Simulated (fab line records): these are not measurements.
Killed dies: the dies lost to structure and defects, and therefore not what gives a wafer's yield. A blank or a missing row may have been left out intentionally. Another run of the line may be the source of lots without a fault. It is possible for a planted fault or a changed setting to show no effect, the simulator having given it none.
8D (eight disciplines) problem report, filled in by code | flow sky130 | the parts of the form that need people (team, actions taken, sign-off) are left out

## 1. WHAT WENT WRONG
Mean of bias_w at SKY_METAL2_METAL_ETCH_19: 58.46 W across 3 wafers in 2 lots; on wafers with no fault it is 48.51 W (standard deviation 0.16). That is +62 standard deviations from the usual mean.
The step: etches the open film in Cl2/BCl3, stops on SiO2, target depth 360 nm, time 78 s.
Seen first at day 37 19:48 on rie_metal-01, wafer L834.3. The record holds 39 wafers of 13 lots with a number at this step. Rule for "out" (also "out of limits"): further than 4 standard deviations from the usual mean. The rest of the wafers with a number are treated as sound.

## 2. WHAT IT IS; WHAT IT IS NOT
question                    | is                     | is not
which readings at this step | bias_w                 | drypump_motor_current_A, oes_product_au
which lots                  | L834, L835             | L827, L828, L831, L832, L843, L844, L845, L846, L847, L848, L849
which wafers of those lots  | L834.3, L835.3, L835.6 | L834.2, L834.6, L835.2
read on which tools         | rie_metal-01           | rie_metal-02, rie_metal-03
when                        | from day 37 19:48      | up to then (14 sound wafers); but 22 sound wafers of L835, L843, L844, L845, L846, L847, L848, L849 came after

## 3. WHAT RULES OUT EACH SUSPECT
Counting: any tool at a process step up to the reading remains a suspect provided it ran every lot that is out. Sound lots after the first of them don't rule it out here, since some wafers of a struck lot are sound.
- rie_metal-01 at SKY_METAL2_METAL_ETCH_19 (etches the open film in Cl2/BCl3, stops on SiO2, target depth 360 nm, time 78 s): kept. It processed each lot that is out (first: L834, day 37 19:48); up to then, its last sound lot is L832 (day 36 22:08). Out on those wafers are its own readings of bias_w.
- At SKY_METAL2_METAL_ETCH_19 on rie_metal-01, chamber 0 took the sound wafers of the same lots and chamber 1 took the wafers that are out.
Remaining after the count: rie_metal-01 at SKY_METAL2_METAL_ETCH_19.

## 4. THE CAUSE (what the simulator had put in)
rie_metal-01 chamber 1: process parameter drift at SKY_METAL2_METAL_ETCH_19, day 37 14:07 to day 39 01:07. Setting bias_w, moved by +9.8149, from 48.5. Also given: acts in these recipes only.
This tool alone remained once counting was done.

## 5. THE EFFECT CHAIN, in route order
Each row: a reading whose mean over the struck wafers that have a number lies more than 3 standard deviations from the usual. Readings are gone through only where the record gives a usual standard deviation; hours: the median, over the lots, of the time from a lot's start at the first step in this table giving one to that lot's start at this step; sigmas: the change measured in usual standard deviations.
hours | step                     | reading                  | usual   | on struck wafers | change | sigmas
0     | SKY_METAL2_METAL_ETCH_19 | bias_w                   | 48.51 W | 58.46            | +9.95  | +62
0     | SKY_METAL2_STRIP_20      | strip_time_to_endpoint_s | 2.710 s | 2.461            | -0.249 | -9.2
It contains these process steps:
- SKY_METAL2_METAL_ETCH_19: etches the open film in Cl2/BCl3, stops on SiO2, target depth 360 nm, time 78 s.
- SKY_METAL2_STRIP_20: strips in O2/N2.

## 6. WHAT WOULD HAVE CAUGHT IT SOONER
The fault began at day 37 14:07; the first out-of-limits reading in this record came at day 37 19:48, 6 hours later.
